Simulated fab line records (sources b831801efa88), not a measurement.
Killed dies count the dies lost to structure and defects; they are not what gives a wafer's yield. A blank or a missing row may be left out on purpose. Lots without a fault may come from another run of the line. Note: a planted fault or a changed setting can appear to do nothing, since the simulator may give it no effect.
fab line records ; flow sky130
record: lots: 14; wafers: 42; lastDay: 50
route steps=708 shown VIA4@646 PAD_OPEN@708
lots untouched by any fault: they come from a run of this same line in which no faults occurred
startH: start of the lot's first displayed wafer, in hours after the record's first day ; waitH: how many hours have passed since the lot's step before this one ; " same as the row above ; L1.1+2: a single row standing in for several wafers ; - value missing, or start not given ; * or withheld: withheld ; < > ~ a bound
route shown NAME@n: NAME is a module with steps in the file, n the number in the route of the first one ; usual: average and standard deviation across the fault-free wafers ; same: alike in all rows ; chamber/n: place in a boat ; sites: per-site readings ; _std_site: standard deviation of those values ; _edge_site: outer sites' mean less inner sites' ; radiusMm: for every site, how far away it sits from the centre of the wafer ; mask NAME#n: copy n ; behind: the most recent tool/chamber to have shaped the wafer ; hold: why the lot went on hold/how many hours it stayed there/how the hold came to an end ; device: whichever transistor did not switch (one of n, p or np) ; end of line: the tests these same wafers got at the end of their route ; for a step that has no rows: nothing shown but its recipe ; killed: count of dies lost to structure and defects at first sort (not the wafer's yield) ; map: a wafer's dies, x killed, . not, _ none there
set.NAME: the run value of the setting; set.NAME@STEP: its run value at that earlier step ; model.NAME: the simulator's own value behind a step, which no gauge read
route steps across a sampled set of lots; one table per step, one row per wafer
services: when a tool's chamber went out of use (startH, in hours from the record's first day, below 0 if earlier), for how many hours, and the reason
== steps ==
step: SKY_VIA4_SOFTBAKE_07
recipe: tempC: 90; timeS: 60; resist: NOVOLAK
usual: chillPlateTempC: 23.00/0.086; plateTempC: 90.01/0.12; runLengthS: 89.28/0.19
lot.wafer;tool;chamber;startH;waitH;chillPlateTempC;plateTempC;runLengthS
L384.1;lithoTrack-02;0;993.41;0.1;23.06;90.20;89.29
L384.2;lithoTrack-02;0;993.41;0.1;22.87;90.07;89.13
L384.3;lithoTrack-02;0;993.41;0.1;22.91;90.17;89.26
L385.1;lithoTrack-04;0;998.18;0.1;23.07;89.97;89.57
L385.2;lithoTrack-04;0;998.18;0.1;22.96;89.93;89.67
L385.6;lithoTrack-04;0;998.18;0.1;22.99;90.11;89.68
L386.3;lithoTrack-02;0;1011.51;0.1;22.81;90.07;89.33
L386.4;lithoTrack-02;0;1011.51;0.1;22.96;89.88;89.41
L386.5;lithoTrack-02;0;1011.51;0.1;23.08;90.18;89.35
L387.2;lithoTrack-01;0;1014.65;0.1;22.89;89.96;88.96
L387.3;lithoTrack-01;0;1014.65;0.1;23.05;89.90;88.99
L387.4;lithoTrack-01;0;1014.65;0.1;22.90;89.92;89.13
L388.1;lithoTrack-02;0;1027.26;0.1;23.11;90.11;89.22
L388.3;lithoTrack-02;0;1027.26;0.1;23.19;89.96;89.45
L388.6;lithoTrack-02;0;1027.26;0.1;22.90;90.14;89.25
L389.3;lithoTrack-01;0;1033.07;0.1;23.06;90.02;89.04
L389.4;lithoTrack-01;0;1033.07;0.1;23.13;89.90;89.26
L389.6;lithoTrack-01;0;1033.07;0.1;23.17;89.94;88.96
L390.3;lithoTrack-01;0;1033.67;0.1;22.77;90.20;89.00
L390.5;lithoTrack-01;0;1033.67;0.1;23.01;90.12;88.97
L390.6;lithoTrack-01;0;1033.67;0.1;22.95;90.01;88.98
L391.2;lithoTrack-01;0;1037.75;0.1;22.99;89.95;89.16
L391.3;lithoTrack-01;0;1037.75;0.1;22.94;89.79;89.22
L391.5;lithoTrack-01;0;1037.75;0.1;23.00;90.22;89.33
L392.4;lithoTrack-02;0;1044.68;0.1;23.02;89.93;89.45
L392.5;lithoTrack-02;0;1044.68;0.1;23.01;89.83;89.13
L392.6;lithoTrack-02;0;1044.68;0.1;23.11;89.94;89.37
L393.2;lithoTrack-01;0;1051.60;0.1;22.97;90.15;89.13
L393.3;lithoTrack-01;0;1051.60;0.1;23.02;90.01;89.00
L393.5;lithoTrack-01;0;1051.60;0.1;22.97;90.08;89.03
L402.1;lithoTrack-04;0;1106.73;0.1;22.89;89.72;89.36
L402.4;lithoTrack-04;0;1106.73;0.1;22.92;90.11;89.36
L402.5;lithoTrack-04;0;1106.73;0.1;23.07;89.93;93.32
L403.3;lithoTrack-04;0;1113.13;0.1;22.78;89.97;89.35
L403.4;lithoTrack-04;0;1113.13;0.1;22.98;90.08;89.40
L403.5;lithoTrack-04;0;1113.13;0.1;22.88;90.09;93.40
L404.1;lithoTrack-02;0;1115.86;0.1;22.91;89.88;89.16
L404.3;lithoTrack-02;0;1115.86;0.1;22.94;89.96;89.26
L404.6;lithoTrack-02;0;1115.86;0.1;22.94;90.00;89.22
L405.1;lithoTrack-02;0;1123.51;0.1;22.91;89.95;89.22
L405.3;lithoTrack-02;0;1123.51;0.1;22.91;89.89;89.38
L405.6;lithoTrack-02;0;1123.51;0.1;22.97;89.92;89.46
step: SKY_PAD_OPEN_PROBE_99
usual: defectLimitedYield: 82.5/1.7; killed_at_M0_to_M3: 42/6.1; killed_at_M4_up: 3.1/1.7; killedAtContacts: 24/5.5; killedAtFrontEnd: 16/4.1; killedAtOther: 0.3/0.57; killedDies: 86/8.2; killedOpen: 47/6.8; killedShort: 38/5.8; sort_bin_3_pad_short: 0.8/0.42; sort_bin_5_function: 10.2/1.3; sort_bin_6_memory: 6.4/1; sortNPass: 406/8.2; sortYieldPct: 82.5/1.7
same: grossDies: 492; killedAtBackSide: 0; sort_bin_4_leakage[%]: 0; sort_bin_8_speed[%]: 0
lot.wafer;tool;chamber;startH;waitH;defectLimitedYield[%];killed_at_M0_to_M3;killed_at_M4_up;killedAtContacts;killedAtFrontEnd;killedAtOther;killedDies;killedOpen;killedShort;sort_bin_3_pad_short[%];sort_bin_5_function[%];sort_bin_6_memory[%];sortNPass;sortYieldPct[%]
L389.3;prober-01;-;1112.11;0.2;82.7;44;1;25;14;1;85;47;38;1.4;8.3;7.5;407;82.7
L389.4;prober-01;-;1112.16;0.2;82.5;40;1;25;20;0;86;51;35;0.2;11.8;5.5;406;82.5
L389.6;prober-01;-;1112.26;0.2;82.7;39;6;26;14;0;85;42;43;0.8;9.3;7.1;407;82.7
killed by level:class
L389.3 VIA1:geometricParticle:open=10 CONTACT:geometricParticle:open=9 VIA3:geometricParticle:open=8 LI_CONTACT:geometricParticle:open=6 POLY_GATE:geometricParticle:open=5 CONTACT:geometricParticle:short=5 POLY_GATE:geometricParticle:short=4 METAL1:geometricParticle:short=4
L389.4 VIA1:geometricParticle:short=10 VIA2:geometricParticle:open=10 CONTACT:geometricParticle:open=9 LI_CONTACT:geometricParticle:open=8 POLY_GATE:geometricParticle:open=6 POLY_GATE:geometricParticle:short=6 VIA1:geometricParticle:open=6 VIA3:geometricParticle:open=5
L389.6 VIA3:geometricParticle:open=9 CONTACT:geometricParticle:short=8 LI_CONTACT:geometricParticle:open=7 VIA1:geometricParticle:open=7 LOCAL_INTERCONNECT:geometricParticle:short=5 METAL1:geometricParticle:short=5 VIA1:geometricParticle:short=5 CONTACT:geometricParticle:open=4
== services ==
tool;chamber;startH;hours;kind
lithoTrack-02;-;999.01;-;consumableReplace:filter
lithoTrack-04;-;1027.75;-;consumableReplace:filter
== key ==
firstSign: step: SKY_VIA4_SOFTBAKE_07; reading: runLengthS; direction: up; sigmas: 22; usual: *; struck: *
effect none on later readings
metAt SKY_VIA4_SOFTBAKE_07
struckLots L402,L403
struckWafers L402.5,L403.5
onsetBetween 998.18 1106.73
fault: kind: processParameterDrift; tool: lithoTrack-04; chamber: -; onsetH: 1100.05; steps: SKY_VIA4_SOFTBAKE_07; channel: timeS; offset: *; shape: step; endH: 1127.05; scope: struckWafersOnly; actsIn: *; stated: *
